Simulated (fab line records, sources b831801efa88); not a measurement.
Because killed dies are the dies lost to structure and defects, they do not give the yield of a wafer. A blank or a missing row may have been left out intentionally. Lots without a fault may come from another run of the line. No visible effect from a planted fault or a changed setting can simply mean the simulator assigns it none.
Chamber matching    flow gf180mcu    4 sister chambers for GF_V2_CMP_04 on cmp-01
The step polishes SiO2. 4 wafers are shown with their chamber, then 7 later ones without.

== WAFERS PAIRED WITH THEIR CHAMBERS ==
wafer   chamber  motor current A (A)
L771.2  0        12.8
L778.3  1        10.7
L785.3  3        11.8
L785.4  2        14.5

== WAFERS WITH NO CHAMBER GIVEN ==
wafer   motor current A (A)
L785.6  12.3
L792.3  14.1
L792.5  14.1
L792.6  11.7
L794.1  14.1
L794.3  11.6
L794.5  11.9

== WHICH CHAMBER EACH ONE RAN IN ==
wafer    from the rows above       in truth
L785.6   can't be placed: 0 or 3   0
L792.3   2                         2
L792.5   2                         2
L792.6   3                         3
L794.1   2                         2
L794.3   3                         3
L794.5   3                         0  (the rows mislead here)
Correct placement for 5 of the 7. Cannot be placed on the basis of these rows: 1; the candidates contain the true chamber in 1. 1 placed wrongly.
How it was worked out, from the rows above alone: a wafer's distance from a chamber is the root of the sum, over the readings, of the square of ((its reading less the chamber's mean) divided by the reading's scatter). The wafer belongs to the nearest chamber; if the next one is less than 2 further off, it can't be placed. For every chamber, the mean is computed from those of its wafers that are shown. The scatter: root of mean squared gap, hidden wafer to nearest shown wafer, with one shown wafer a chamber.
